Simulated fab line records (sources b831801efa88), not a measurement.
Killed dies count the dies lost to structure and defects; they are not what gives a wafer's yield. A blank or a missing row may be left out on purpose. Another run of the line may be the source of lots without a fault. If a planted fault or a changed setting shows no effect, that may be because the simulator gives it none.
Comparing a struck lot with a sound one | flow sky130 | 15 steps out of a route of 708
Sound: the wafers L627.3, L627.5, L627.6. Struck: wafer L622.1 (L622.3, L622.5, from the same lot, were not struck and are left out); the cause is given at the end.
Order at every step that has rows: each side's tool, ch and its chambers, its first start. Under that, the readings that differ: sound wafers | struck wafers | difference of the means | sigmas: that difference in standard deviations of wafers without a fault.
alike: a reading whose means differ by less than 2 such deviations, as well as words and numbers matching on both sides. not compared: withheld readings; readings where some wafer has no value; bounds like >300 that might hide an equal value; numbers whose values overlap and for which the record gives no deviation.
Wherever a step has rows on one side only, a row that says differs or no value, or a row with sigmas, the two part there. Non-overlapping numbers with no deviation appear without sigmas and do not part them. Lack of a reading on every wafer of one side parts them only where that side has two or more wafers.

SKY_VIA3_OVL_MEAS_13:
  struck on overlay-01, day 41 18:47; sound on overlay-02, day 43 03:30
  alike: VIA3_OVL
SKY_VIA3_ETCH_14: etches BARC in N2/H2, stops on SiO2, time 45.9 s, target depth 60 nm.
  sound on rieDiel-04 ch 0,1, day 43 03:32; struck on rieDiel-04 ch 0, day 41 18:50
reading           | sound             | struck | difference | sigmas
h2FlowSccm (sccm) | 200.8 200.4 199.9 | 199.2  | -1.2       | -2
  alike: drypumpMotorCurrentA, oesProductAu, throttleValvePct
  not compared: rfHoursCounterH
SKY_VIA3_ETCH_15: etches SiO2 in C4F8/O2/Ar, stops on TiN, target depth 507 nm, time 78 s.
  sound on rieDiel-04 ch 0,1, day 43 03:34; struck on rieDiel-04 ch 0, day 41 18:53
  alike: oesProductAu
  not compared: rfHoursCounterH
SKY_VIA3_STRIP_16: strips in O2/N2.
  sound on plasmaAsher-02 ch 0,1, day 43 03:40; struck on plasmaAsher-03 ch 0, day 41 18:59
reading             | sound | struck | difference                   | sigmas
rfHoursCounterH (h) | - - - | 112    | no value on the sound wafers | 
  alike: drypumpMotorCurrentA, oesProductAu, stripTimeToEndpointS
then, 3 steps without rows for these wafers: SKY_VIA3_STRIP_17 (strips in post etch residue remover, time 1200 s); SKY_VIA3_CLEAN_18 (cleans in IPA, time 180 s); SKY_VIA3_CLEAN_19 (cleans in O3/DIW).
SKY_VIA3_SPUTTER_20: material TiN, target thk 20 nm, time 80 s.
  struck on pvdSputter-04, day 41 19:37; sound on pvdSputter-01, day 43 04:24
reading                | sound             | struck | difference | sigmas
chamberPressurePa (Pa) | 5.007 4.998 4.997 | 4.978  | -0.023     | -2
  alike: cathodeDcPowerW, throttleValvePct
then, 1 step without rows for these wafers: SKY_VIA3_CVD_21 (deposits W, target thk 390 nm, time 117.31 s).
SKY_VIA3_RS_MEAS_22: a four-point-probe measurement.
  struck on filmMetro-03, day 41 19:48; sound on filmMetro-04, day 43 04:38
  alike: VIA3_W_RS
SKY_VIA3_THK_MEAS_23: measures by xrf.
  struck on filmMetro-03, day 41 19:55; sound on filmMetro-04, day 43 04:44
  alike: VIA3_W_THK
then, 1 step without rows for these wafers: SKY_VIA3_CMP_24 (polishes, stops on SiO2, t overpolish 20 s, target thk 0 nm).
SKY_METAL4_SPUTTER_00: material Ti, target thk 15 nm, time 10 s.
  struck on pvdSputter-03, day 41 20:17; sound on pvdSputter-04, day 43 05:04
reading                                  | sound            | struck | difference | sigmas
throttleValvePct (%)                     | 28.9 30.4 32.1   | 27.1   | -3.4       | -2
model.Ti_of_METAL4_SPUTTER_00.thkNm (nm) | 14.8 15.02 14.78 | 11.06  | -3.81      | 
  alike: cathodeDcPowerW, chamberPressurePa
SKY_METAL4_SPUTTER_01: material TiN, target thk 20 nm, time 16.7 s.
  struck on pvdSputter-03, day 41 20:18; sound on pvdSputter-04, day 43 05:05
reading              | sound          | struck | difference | sigmas
throttleValvePct (%) | 28.4 30.7 32.2 | 27.0   | -3.4       | -2
  alike: cathodeDcPowerW, chamberPressurePa
then, 1 step without rows for these wafers: SKY_PAD_OPEN_PROBE_99.

== WHERE THEY PART ==
At SKY_VIA3_ETCH_14 first; at SKY_METAL4_SPUTTER_01 last (within this record only).

WHY: whatever the simulator had introduced
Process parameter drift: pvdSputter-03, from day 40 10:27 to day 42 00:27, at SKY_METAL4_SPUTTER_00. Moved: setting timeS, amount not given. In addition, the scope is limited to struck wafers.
